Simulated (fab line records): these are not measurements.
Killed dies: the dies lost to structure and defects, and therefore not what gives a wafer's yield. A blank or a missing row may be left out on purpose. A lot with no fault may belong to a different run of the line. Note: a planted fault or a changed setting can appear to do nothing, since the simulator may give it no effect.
Comparing a struck lot with a sound one -- flow sky130 -- 17 out of 708 route steps
Sound: the wafers L437.2, L437.3, L437.4. Wafers struck: L449.1, L449.3, L449.4. The cause is named last.
Each step with rows lists, per side, the tool, then ch with its chambers, then its first start. Under that, the readings that differ: sound wafers -- struck wafers -- difference of the means -- sigmas: that difference in standard deviations of wafers without a fault.
alike: readings with means less than 2 such deviations apart, plus words and numbers identical on both sides. not compared: withheld readings, readings lacking a value on some wafer, bounds such as >300 that could conceal the same value, and numbers that have no deviation in the record and whose values overlap.
Wherever a step has rows on one side only, a row that says differs or no value, or a row with sigmas, the two part there. When numbers do not overlap yet have no deviation, they are printed without sigmas and do not part them. A reading missing from all wafers of one side parts the sides only when that side holds two or more wafers.

first, 1 step without rows for these wafers: SKY_LDD_N_IMPLANT_15.
SKY_LDD_N_STRIP_16: strips in O2/N2.
  sound on plasma-asher-03 ch 0,1, day 18 11:33; struck on plasma-asher-03 ch 0,1, day 24 12:09
  alike: drypump-motor-current-A, oes-product-au, strip-time-to-endpoint-s
  not compared: rf-hours-counter-h
SKY_LDD_N_TW_MEAS_17:
  sound on film-metro-01, day 18 11:40; struck on film-metro-01, day 24 12:15
  alike: LDD_N_TW
then, 7 steps without rows for these wafers: SKY_LDD_P_DEHYDRATE_00 (time 60 s); SKY_LDD_P_HMDS_01 (prime time 60 s); SKY_LDD_P_COAT_02 (resist thk 1140 nm); SKY_LDD_P_SOFTBAKE_03 (time 60 s); SKY_LDD_P_EXPOSE_04 (exposes mask PSDM, target cd 380 nm); SKY_LDD_P_PEB_05; SKY_LDD_P_DEVELOP_06 (develop time 60 s).
SKY_LDD_P_CD_MEAS_07: the cd target is 380 nm.
  sound on cd-sem-02, day 19 17:55; struck on cd-sem-02, day 25 18:11
  alike: cd-nm
SKY_LDD_P_OVL_MEAS_08:
  sound on overlay-02, day 19 18:01; struck on overlay-01, day 25 18:18
  alike: LDD_P_OVL
SKY_LDD_P_IMPLANT_09:
  sound on implanter-02 ch 0, day 19 18:04; struck on implanter-02 ch 0, day 25 18:20
  alike: faraday-current-uA
SKY_LDD_P_STRIP_10: strips in O2/N2.
  sound on plasma-asher-01 ch 0,1, day 19 18:11; struck on plasma-asher-04 ch 0,1, day 25 18:29
  alike: drypump-motor-current-A, oes-product-au, strip-time-to-endpoint-s
  not compared: rf-hours-counter-h
SKY_LDD_P_TW_MEAS_11:
  sound on film-metro-03, day 19 18:18; struck on film-metro-03, day 25 18:35
reading,sound,struck,difference,sigmas
LDD_P_TW,639 643 641,605 605 608,-35,-10
then, 1 step without rows for these wafers: SKY_LDD_HVN_DEHYDRATE_00 (time 60 s).
-- a jump in the record: the struck wafers' starts before and after are 24 days apart (it breaks off in module LDD_HVN and resumes in module PAD_OPEN, where the first step shown is number 708 of the route) --
SKY_PAD_OPEN_PROBE_99:
  sound on prober-01, day 46 07:37; struck on prober-01, day 49 20:10
reading,sound,struck,difference,sigmas
model.etest.tip-p.rs-ohm-sq,6682 6625 6658,7910 7838 7834,+1206,
model.etest.tip-p.rs-ohm-sq-range,169.1 96.59 171.9,1017 1085 1036,+900,
model.etest.tip-p.rs-ohm-sq-rim-less-centre,140.5 65.67 -17.79,-402.3 -285 -505.3,-460.3,
  alike: killed_at_M0_to_M3, killed_at_M4_up, killed-at-contacts, killed-at-front-end, killed-at-other, killed-dies, killed-open, killed-short
  not compared: model.etest.pfet_01v8.drive-ua-um-range, model.etest.pfet_01v8.vt-v-range

== WHERE THEY PART ==
At SKY_LDD_P_TW_MEAS_11 and nowhere else, as far as this record goes. Later steps at which nothing parts them and some readings are alike: SKY_PAD_OPEN_PROBE_99.

WHY: whatever the simulator had introduced
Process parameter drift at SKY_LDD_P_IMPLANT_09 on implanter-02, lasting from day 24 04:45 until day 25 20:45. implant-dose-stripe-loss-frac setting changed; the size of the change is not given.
